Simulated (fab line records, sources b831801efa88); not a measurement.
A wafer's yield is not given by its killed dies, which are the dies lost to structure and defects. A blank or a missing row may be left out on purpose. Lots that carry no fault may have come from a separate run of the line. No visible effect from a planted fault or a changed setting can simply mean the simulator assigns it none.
Problem report, 8D (eight disciplines) form, completed by code / flow gf180mcu / the parts of the form that need people (team, actions taken, sign-off) are left out

1. THE PROBLEM
Wafers free of any fault read 41.6 nm (standard deviation 0.51) for MIM_CVD_05_THK at GF_MIM_THK_MEAS_06, against a mean of 45.5 nm on 3 wafers of 2 lots. That puts it +7.6 standard deviations away from the usual mean.
Seen first at day 28 19:13 on film_metro-04, wafer L763.2. Wafers with a number at this step in the record: 39, from 13 lots. Rule for "out" (also "out of limits"): further than 4 standard deviations from the usual mean. The other wafers with a number count as sound.

2. WHAT IT IS, AND WHAT IT ISN'T
question=which readings at this step | is=MIM_CVD_05_THK | is not=-
question=which lots | is=L763, L766 | is not=L751, L754, L756, L757, L758, L760, L761, L762, L764, L769, L772
question=which wafers of those lots | is=L763.2, L766.2, L766.6 | is not=L763.3, L763.4, L766.3
question=read on which gauges | is=film_metro-02, film_metro-04 | is not=film_metro-03
question=when | is=from day 28 19:13 | is not=up to then (26 sound wafers); but 10 sound wafers of L764, L766, L769, L772 came after

3. THE SUSPECTS, EACH WITH WHAT RULES IT OUT
Counting: any tool at a process step up to the reading remains a suspect provided it ran every lot that is out. Sound lots after the first of them don't rule it out here, since some wafers of a struck lot are sound.
- the gauge at GF_MIM_THK_MEAS_06: ruled out. 2 gauges (film_metro-02, film_metro-04) read the wafers that are out.
- pecvd-03 at GF_MIM_CVD_05 (deposits Si3N4, target thk 42 nm, time 29.086 s): kept. It ran every lot that is out, first L763 (day 28 19:10); its last sound lot up to then is L760 (day 28 00:21).
After counting, what remains is pecvd-03 at GF_MIM_CVD_05.

4. THE CAUSE (what the simulator had put in)
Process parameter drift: pecvd-03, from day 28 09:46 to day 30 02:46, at GF_MIM_CVD_05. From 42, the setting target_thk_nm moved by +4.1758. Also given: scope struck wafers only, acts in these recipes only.
This tool alone remained once counting was done.

5. THE EFFECT CHAIN, in route order
Each row: a reading whose mean over the struck wafers that have a number lies more than 3 standard deviations from the usual. Scope: only readings with a usual standard deviation given in the record; hours: median across lots of the time from each lot's start at the first step in this table that gives one to its start at this step; sigmas: change in usual standard deviations.
hours=0; step=GF_MIM_THK_MEAS_06; reading=MIM_CVD_05_THK; usual=41.6 nm; on struck wafers=45.5; change=+3.9; sigmas=+7.6

6. WHAT WOULD HAVE CAUGHT IT SOONER
In this record the first reading out of limits at a measuring or inspecting step was taken at day 28 19:13, 9 hours after the fault began at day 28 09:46.
Tool readings at GF_MIM_CVD_05 with a usual standard deviation given in the record: none out on any struck wafer, hence no alarm at a limit of 4 standard deviations on them.
Among the 2 lots that are out, L766 began GF_MIM_CVD_05 on pecvd-03 after day 28 19:13. Putting the tool on hold at that point would have spared it.
